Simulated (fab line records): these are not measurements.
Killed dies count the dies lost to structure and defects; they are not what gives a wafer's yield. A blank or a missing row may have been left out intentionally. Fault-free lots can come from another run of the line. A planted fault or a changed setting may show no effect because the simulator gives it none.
fab line records | flow gf180mcu
record: lots: 11 | wafers: 33 | last-day: 34
route steps=602 shown M2@367 V2@384
lots untouched by any fault: they come from a run of this same line in which no faults occurred
start-h: start of the lot's first displayed wafer, in hours after the record's first day | wait-h: hours from the lot's prior step to this one | " as in the row above | L1.1+2: a row that stands for several wafers | - either no value or no given start | * or withheld: withheld | < > ~ a bound
route shown NAME@n: names a module that has steps shown in the file, with the first one's number in the route | usual: mean and standard deviation over wafers with no fault | same: alike in all rows | chamber/n: place in a boat | sites: per-site readings | _std_site: how widely they spread, as a standard deviation | _edge_site: outer sites' mean less inner sites' | radius-mm: how far each site lies from the wafer's centre | mask NAME#n: copy n | behind: tool/chamber where the wafer was last shaped | hold: reason for holding the lot/hours on hold/outcome of the hold | device: transistor that didn't switch, given as n, p or np | end of line: the route-end tests of the same wafers | a step without rows: its recipe alone | killed: the dies lost at the first sort to structure and to defects; this is not the yield of the wafer | map: shows each die of a wafer: x if killed, . if not, _ if none is there
set.NAME: the run value of the setting; set.NAME@STEP: its run value at that earlier step | model.NAME: the simulator's own value behind a step, which no gauge read
steps of the route over a sample of lots; a table a step, a row a wafer
services: a tool's chamber out of use, with start hour (start-h, from the record's first day; less than 0 if before it), hours out, and reason
== steps ==
step: GF_M2_RS_MEAS_05
recipe: thk-meas-gauge: four-point-probe | reads: TiN_of_M2_SPUTTER_04+Ti_of_M2_SPUTTER_03+AlCu_of_M2_SPUTTER_02+TiN_of_M2_SPUTTER_01+Ti_of_M2_SPUTTER_00
usual: M2_ALCU_RS: 0.0697/0.00064
lot.wafer | tool          | chamber | start-h | wait-h | M2_ALCU_RS[ohm/sq]
L335.4    | film-metro-02 | -       | 418.42  | 0.1    | 0.0715
L335.5    | "             | -       | "       | "      | 0.0708
L335.6    | "             | -       | "       | "      | 0.0705
L337.1    | film-metro-02 | -       | 442.42  | 0.0    | 0.0703
L337.3    | "             | -       | "       | "      | 0.0703
L337.5    | "             | -       | "       | "      | 0.0700
L339.1    | film-metro-04 | -       | 460.63  | 0.0    | 0.0702
L339.3    | "             | -       | "       | "      | 0.0695
L339.6    | "             | -       | "       | "      | 0.0698
L340.4    | film-metro-04 | -       | 470.73  | 0.1    | 0.0690
L340.5    | "             | -       | "       | "      | 0.0694
L340.6    | "             | -       | "       | "      | 0.0698
L343.3    | film-metro-04 | -       | 501.70  | 0.1    | 0.0686
L343.4    | "             | -       | "       | "      | 0.0693
L343.6    | "             | -       | "       | "      | 0.0692
L344.2    | film-metro-02 | -       | 509.30  | 0.0    | 0.0701
L344.3    | "             | -       | "       | "      | 0.0695
L344.4    | "             | -       | "       | "      | 0.0700
L351.1    | film-metro-04 | -       | 561.95  | 0.0    | 0.0697
L351.3    | "             | -       | "       | "      | 0.0695
L351.6    | "             | -       | "       | "      | 0.0692
L352.1    | film-metro-02 | -       | 571.13  | 0.0    | 0.0703
L352.2    | "             | -       | "       | "      | 0.0700
L352.6    | "             | -       | "       | "      | 0.0705
L354.3    | film-metro-02 | -       | 587.99  | 0.1    | 0.0703
L354.4    | "             | -       | "       | "      | 0.0702
L354.5    | "             | -       | "       | "      | 0.0703
L355.1    | film-metro-04 | -       | 590.34  | 0.0    | 0.0696
L355.3    | "             | -       | "       | "      | 0.0698
L355.4    | "             | -       | "       | "      | 0.0708
L356.1    | film-metro-02 | -       | 597.83  | 0.0    | 0.0691
L356.5    | "             | -       | "       | "      | 0.0690
L356.6    | "             | -       | "       | "      | 0.0692
step: GF_V2_CVD_02
recipe: material: SiO2 | target-thk-nm: 850 | precursor: TEOS | temp-c: 400 | time-s: 94.851 | rf-w: 600
usual: heater-power-w: 710/89 | rf-fwd-power-W: 596.1/2.1
same: time-s: 94.851
lot.wafer | tool     | chamber | start-h | wait-h | heater-power-w | rf-fwd-power-W
L335.4    | pecvd-01 | 1       | 443.12  | 0.1    | 785            | 597.4
L335.5    | "        | 0       | "       | "      | 652            | 597.0
L335.6    | "        | 2       | "       | "      | 888            | 595.0
L337.1    | pecvd-03 | 0       | 467.41  | 0.1    | 609            | 596.6
L337.3    | "        | 2       | "       | "      | 661            | 593.1
L337.5    | "        | 1       | "       | "      | 689            | 596.9
L339.1    | pecvd-02 | 1       | 484.97  | 0.1    | 770            | 595.1
L339.3    | "        | 2       | "       | "      | 660            | 596.5
L339.6    | "        | 1       | "       | "      | 634            | 598.2
L340.4    | pecvd-02 | 0       | 496.23  | 0.1    | 639            | 593.9
L340.5    | "        | 1       | "       | "      | 710            | 598.2
L340.6    | "        | 2       | "       | "      | 838            | 497.1
L343.3    | pecvd-02 | 1       | 525.18  | 0.0    | 650            | 597.7
L343.4    | "        | 0       | "       | "      | 683            | 595.1
L343.6    | "        | 2       | "       | "      | 844            | 502.4
L344.2    | pecvd-03 | 1       | 533.36  | 0.0    | 758            | 598.1
L344.3    | "        | 0       | "       | "      | 701            | 597.4
L344.4    | "        | 0       | "       | "      | 561            | 594.6
L351.1    | pecvd-02 | 2       | 584.19  | 0.1    | 793            | 591.4
L351.3    | "        | 0       | "       | "      | 560            | 595.4
L351.6    | "        | 2       | "       | "      | 813            | 594.7
L352.1    | pecvd-02 | 0       | 593.33  | 0.1    | 658            | 595.3
L352.2    | "        | 1       | "       | "      | 694            | 599.1
L352.6    | "        | 1       | "       | "      | 746            | 601.4
L354.3    | pecvd-02 | 1       | 610.09  | 0.0    | 776            | 597.0
L354.4    | "        | 2       | "       | "      | 789            | 595.5
L354.5    | "        | 0       | "       | "      | 673            | 597.5
L355.1    | pecvd-03 | 2       | 611.76  | 0.1    | 605            | 595.5
L355.3    | "        | 1       | "       | "      | 739            | 599.2
L355.4    | "        | 1       | "       | "      | 764            | 594.4
L356.1    | pecvd-01 | 1       | 620.06  | 0.1    | 710            | 600.4
L356.5    | "        | 2       | "       | "      | 904            | 596.0
L356.6    | "        | 0       | "       | "      | 639            | 595.7
step: GF_V2_THK_MEAS_03
recipe: reads: SiO2_of_V2_CVD_02
usual: V2_CVD_02_THK: 853/9.7
lot.wafer | tool          | chamber | start-h | wait-h | hold                     | V2_CVD_02_THK[nm]
L335.4    | film-metro-02 | -       | 443.18  | 0.0    | -                        | 847
L335.5    | "             | -       | "       | "      | -                        | 857
L335.6    | "             | -       | "       | "      | -                        | 847
L337.1    | film-metro-02 | -       | 467.48  | 0.0    | -                        | 847
L337.3    | "             | -       | "       | "      | -                        | 852
L337.5    | "             | -       | "       | "      | -                        | 862
L339.1    | film-metro-02 | -       | 485.04  | 0.0    | -                        | 840
L339.3    | "             | -       | "       | "      | -                        | 841
L339.6    | "             | -       | "       | "      | -                        | 865
L340.4    | film-metro-01 | -       | 496.29  | 0.0    | await-dispo/0.2h/release | 862
L340.5    | "             | -       | "       | "      | await-dispo/0.2h/release | 874
L340.6    | "             | -       | "       | "      | await-dispo/0.2h/release | 823
L340.4    | film-metro-01 | -       | 496.52  | 0.2    | -                        | 861
L340.5    | "             | -       | "       | "      | -                        | 874
L340.6    | "             | -       | "       | "      | -                        | 824
L343.3    | film-metro-02 | -       | 525.27  | 0.1    | await-dispo/0.2h/release | 852
L343.4    | "             | -       | "       | "      | await-dispo/0.2h/release | 865
L343.6    | "             | -       | "       | "      | await-dispo/0.2h/release | 822
L343.3    | film-metro-02 | -       | 525.50  | 0.2    | -                        | 853
L343.4    | "             | -       | "       | "      | -                        | 865
L343.6    | "             | -       | "       | "      | -                        | 821
L344.2    | film-metro-03 | -       | 533.44  | 0.0    | -                        | 853
L344.3    | "             | -       | "       | "      | -                        | 855
L344.4    | "             | -       | "       | "      | -                        | 863
L351.1    | film-metro-03 | -       | 584.26  | 0.0    | -                        | 843
L351.3    | "             | -       | "       | "      | -                        | 850
L351.6    | "             | -       | "       | "      | -                        | 846
L352.1    | film-metro-03 | -       | 593.40  | 0.0    | -                        | 848
L352.2    | "             | -       | "       | "      | -                        | 845
L352.6    | "             | -       | "       | "      | -                        | 855
L354.3    | film-metro-02 | -       | 610.18  | 0.1    | -                        | 850
L354.4    | "             | -       | "       | "      | -                        | 844
L354.5    | "             | -       | "       | "      | -                        | 862
L355.1    | film-metro-03 | -       | 611.83  | 0.0    | -                        | 841
L355.3    | "             | -       | "       | "      | -                        | 828
L355.4    | "             | -       | "       | "      | -                        | 843
L356.1    | film-metro-02 | -       | 620.13  | 0.0    | -                        | 845
L356.5    | "             | -       | "       | "      | -                        | 866
L356.6    | "             | -       | "       | "      | -                        | 867
step: GF_V2_CMP_04
recipe: material: SiO2 | down-force-psi: 4 | platen-rpm: 60 | pad-velocity-m-s: 0.94248
usual: motor-current-A: 12.1/1 | time-to-endpoint-s: 82/4.7
lot.wafer | tool   | chamber | start-h | wait-h | hold                     | motor-current-A | time-to-endpoint-s
L335.4    | cmp-01 | 3       | 443.21  | 0.0    | -                        | 13.4            | 79
L335.5    | "      | 3       | "       | "      | -                        | 13.0            | 84
L335.6    | "      | 0       | "       | "      | -                        | 10.6            | 81
L337.3    | cmp-02 | 3       | 467.59  | 0.1    | -                        | 10.4            | 84
L337.1    | "      | 1       | "       | "      | -                        | 11.9            | 80
L337.5    | "      | 2       | "       | "      | -                        | 13.5            | 87
L339.1    | cmp-01 | 2       | 485.15  | 0.1    | -                        | 12.3            | 76
L339.3    | "      | 3       | "       | "      | -                        | 13.3            | 76
L339.6    | "      | 2       | "       | "      | -                        | 12.3            | 84
L340.4    | cmp-02 | 2       | 499.64  | 3.1    | await-dispo/2.7h/release | 13.7            | 85
L340.5    | "      | 2       | "       | "      | await-dispo/2.7h/release | 14.0            | 88
L340.6    | "      | 3       | "       | "      | await-dispo/2.7h/release | 10.2            | 68
L343.3    | cmp-01 | 1       | 530.73  | 5.2    | await-dispo/5.0h/release | 12.7            | 78
L343.4    | "      | 2       | "       | "      | await-dispo/5.0h/release | 12.5            | 84
L343.6    | "      | 1       | "       | "      | await-dispo/5.0h/release | 11.4            | 65
L344.4    | cmp-01 | 1       | 533.49  | 0.0    | -                        | 12.0            | 84
L344.3    | "      | 3       | "       | "      | -                        | 13.4            | 81
L344.2    | "      | 0       | "       | "      | -                        | 10.6            | 86
L351.3    | cmp-01 | 1       | 584.32  | 0.0    | -                        | 12.1            | 81
L351.1    | "      | 3       | "       | "      | -                        | 13.4            | 84
L351.6    | "      | 2       | "       | "      | -                        | 13.3            | 82
L352.2    | cmp-02 | 3       | 593.56  | 0.1    | -                        | 11.0            | 83
L352.1    | "      | 0       | "       | "      | -                        | 12.3            | 82
L352.6    | "      | 1       | "       | "      | -                        | 12.8            | 86
L354.3    | cmp-01 | 0       | 610.22  | 0.0    | -                        | 11.1            | 83
L354.4    | "      | 1       | "       | "      | -                        | 11.7            | 77
L354.5    | "      | 0       | "       | "      | -                        | 10.8            | 87
L355.3    | cmp-01 | 2       | 611.98  | 0.1    | -                        | 12.4            | 74
L355.4    | "      | 3       | "       | "      | -                        | 13.6            | 77
L355.1    | "      | 0       | "       | "      | -                        | 11.2            | 78
L356.1    | cmp-02 | 2       | 620.29  | 0.1    | -                        | 13.2            | 80
L356.5    | "      | 0       | "       | "      | -                        | 12.3            | 87
L356.6    | "      | 1       | "       | "      | -                        | 12.6            | 91
step: GF_V2_ETCH_17
recipe: chemistry: C4F8/O2/Ar | mask-material: KrF | target: SiO2 | stop-on: TiN | source-w: 1500 | bias-w: 1200 | pressure-mtorr: 40 | c4f8-flow-sccm: withheld | O2_flow_sccm: 6 | Ar_flow_sccm: 300 | time-s: withheld | target-depth-a: 6300
usual: oes-product-au: 0.856/0.0045
lot.wafer | tool        | chamber | start-h | wait-h | oes-product-au
L335.4    | rie-diel-01 | 0       | -       | -      | 0.863
L335.5    | "           | 2       | "       | "      | 0.857
L335.6    | "           | 3       | "       | "      | 0.857
L337.1    | rie-diel-04 | 3       | -       | -      | 0.857
L337.3    | "           | 2       | "       | "      | 0.851
L337.5    | "           | 3       | "       | "      | 0.851
L339.1    | rie-diel-02 | 2       | -       | -      | 0.851
L339.3    | "           | 0       | "       | "      | 0.857
L339.6    | "           | 0       | "       | "      | 0.854
L340.4    | rie-diel-02 | 2       | -       | -      | 0.852
L340.5    | "           | 0       | "       | "      | 0.853
L340.6    | "           | 1       | "       | "      | 0.855
L343.3    | rie-diel-01 | 2       | -       | -      | 0.852
L343.4    | "           | 1       | "       | "      | 0.851
L343.6    | "           | 3       | "       | "      | 0.858
L344.2    | rie-diel-01 | 2       | -       | -      | 0.857
L344.3    | "           | 1       | "       | "      | 0.853
L344.4    | "           | 3       | "       | "      | 0.855
L351.1    | rie-diel-01 | 2       | -       | -      | 0.865
L351.3    | "           | 1       | "       | "      | 0.848
L351.6    | "           | 2       | "       | "      | 0.854
L352.1    | rie-diel-01 | 3       | -       | -      | 0.850
L352.2    | "           | 2       | "       | "      | 0.845
L352.6    | "           | 1       | "       | "      | 0.861
L354.3    | rie-diel-02 | 2       | -       | -      | 0.856
L354.4    | "           | 3       | "       | "      | 0.860
L354.5    | "           | 2       | "       | "      | 0.857
L355.1    | rie-diel-04 | 1       | -       | -      | 0.853
L355.3    | "           | 3       | "       | "      | 0.859
L355.4    | "           | 0       | "       | "      | 0.860
L356.1    | rie-diel-04 | 2       | -       | -      | 0.857
L356.5    | "           | 2       | "       | "      | 0.854
L356.6    | "           | 3       | "       | "      | 0.857
step: GF_V2_STRIP_18
recipe: chemistry: O2/N2 | power-w: 1400 | pressure-mtorr: 1500 | platen-temp-c: 250 | o2-flow-sccm: 3000 | n2-flow-sccm: 300 | overash-fraction: 0.5
usual: drypump-motor-current-A: 5.83/0.2 | heater-power-w: 327/37 | oes-product-au: 0.592/0.0039
same: overash-fraction: 0.5
lot.wafer | tool            | chamber | start-h | wait-h | drypump-motor-current-A | heater-power-w | oes-product-au | rf-hours-counter-h
L335.4    | plasma-asher-01 | 1       | 468.31  | -      | 5.60                    | 392            | 0.596          | -
L335.5    | "               | 0       | "       | "      | 5.69                    | 284            | 0.592          | -
L335.6    | "               | 1       | "       | "      | 5.60                    | 389            | 0.591          | -
L337.1    | plasma-asher-04 | 0       | 491.77  | -      | 6.13                    | 316            | 0.593          | 7
L337.3    | "               | 1       | "       | "      | 6.04                    | 334            | 0.585          | -
L337.5    | "               | 1       | "       | "      | 6.00                    | 339            | 0.589          | -
L339.1    | plasma-asher-01 | 1       | 509.18  | -      | 5.57                    | 397            | 0.592          | 42
L339.3    | "               | 1       | "       | "      | 5.57                    | 394            | 0.581          | -
L339.6    | "               | 1       | "       | "      | 5.57                    | 390            | 0.592          | -
L340.4    | plasma-asher-04 | 1       | 519.98  | -      | 6.03                    | 343            | 0.592          | -
L340.5    | "               | 1       | "       | "      | 5.99                    | 340            | 0.598          | -
L340.6    | "               | 0       | "       | "      | 6.10                    | 323            | 0.601          | -
L343.3    | plasma-asher-04 | 0       | 548.31  | -      | 6.10                    | 308            | 0.592          | -
L343.4    | "               | 1       | "       | "      | 6.01                    | 335            | 0.592          | -
L343.6    | "               | 0       | "       | "      | 6.08                    | 315            | 0.592          | -
L344.2    | plasma-asher-02 | 1       | 556.63  | -      | 5.77                    | 287            | 0.596          | 77
L344.3    | "               | 1       | "       | "      | 5.77                    | 284            | 0.596          | -
L344.4    | "               | 0       | "       | "      | 5.66                    | 316            | 0.594          | -
L351.1    | plasma-asher-02 | 1       | 605.79  | -      | 5.77                    | 280            | 0.589          | 82
L351.3    | "               | 0       | "       | "      | 5.65                    | 327            | 0.585          | -
L351.6    | "               | 0       | "       | "      | 5.66                    | 329            | 0.590          | -
L352.1    | plasma-asher-01 | 0       | 614.64  | -      | 5.76                    | 288            | 0.596          | 54
L352.2    | "               | 1       | "       | "      | 5.57                    | 390            | 0.597          | 54
L352.6    | "               | 0       | "       | "      | 5.76                    | 297            | 0.591          | -
L354.3    | plasma-asher-04 | 0       | 631.88  | -      | 6.12                    | 311            | 0.589          | -
L354.4    | "               | 1       | "       | "      | 6.01                    | 342            | 0.591          | -
L354.5    | "               | 1       | "       | "      | 6.01                    | 335            | 0.584          | -
L355.1    | plasma-asher-01 | 0       | 633.09  | -      | 5.73                    | 286            | 0.585          | 56
L355.3    | "               | 0       | "       | "      | 5.71                    | 293            | 0.595          | -
L355.4    | "               | 1       | "       | "      | 5.61                    | 390            | 0.592          | -
L356.1    | plasma-asher-04 | 1       | 640.34  | -      | 6.02                    | 349            | 0.589          | 22
L356.5    | "               | 0       | "       | "      | 6.10                    | 320            | 0.595          | -
L356.6    | "               | 1       | "       | "      | 6.00                    | 338            | 0.599          | -
== services ==
tool            | chamber | start-h | hours | kind
plasma-asher-04 | -       | 421.25  | 9.0   | pm
rie-diel-02     | 1       | 429.40  | 2.4   | repair
rie-diel-04     | 0       | 438.75  | 64.0  | repair
pecvd-03        | -       | 441.27  | 14.6  | pm
pecvd-02        | -       | 441.99  | 5.5   | pm
plasma-asher-01 | -       | 458.81  | 1.1   | repair
rie-diel-01     | 1       | 464.15  | 12.7  | repair
cmp-01          | -       | 466.89  | 1.9   | repair
rie-diel-01     | 2       | 475.87  | 7.3   | repair
pecvd-02        | 0       | 485.09  | 7.9   | repair
cmp-02          | -       | 520.35  | 5.3   | pm
rie-diel-02     | 0       | 525.70  | 15.2  | repair
plasma-asher-04 | -       | 528.52  | 5.6   | repair
rie-diel-02     | -       | 541.66  | 0.4   | repair
rie-diel-02     | 1       | 549.86  | 2.5   | repair
rie-diel-02     | 3       | 553.07  | 7.3   | repair
cmp-01          | -       | 556.35  | 4.9   | pm
rie-diel-02     | 3       | 563.36  | 11.2  | repair
cmp-01          | -       | 572.14  | 4.0   | pm
cmp-01          | -       | 580.80  | 0.6   | repair
cmp-01          | -       | 591.36  | 1.2   | repair
rie-diel-01     | 0       | 594.83  | 6.0   | repair
cmp-02          | -       | 610.54  | 4.7   | repair
plasma-asher-01 | -       | 640.03  | 61.8  | pm
== key ==
first-sign: step: GF_V2_CVD_02 | reading: rf-fwd-power-W | direction: down | sigmas: 46 | usual: 596.1 | struck: 499.8
effect: step: GF_V2_THK_MEAS_03 | reading: visit | direction: added
effect: step: GF_V2_CMP_04 | reading: time-to-endpoint-s | direction: down | sigmas: 3.3 | usual: * | struck: *
met-at GF_V2_CVD_02
struck-lots L340,L343
struck-wafers L340.6,L343.6
not-acting-at GF_M2_RS_MEAS_05,GF_V2_ETCH_17,GF_V2_STRIP_18
onset-between 484.97 496.23
fault: kind: process-parameter-drift | tool: pecvd-02 | chamber: 2 | onset-h: 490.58 | steps: GF_V2_CVD_02 | channel: rf-w | offset: -96 | shape: step | end-h: 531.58 | acts-in: these-recipes-only | stated: 600
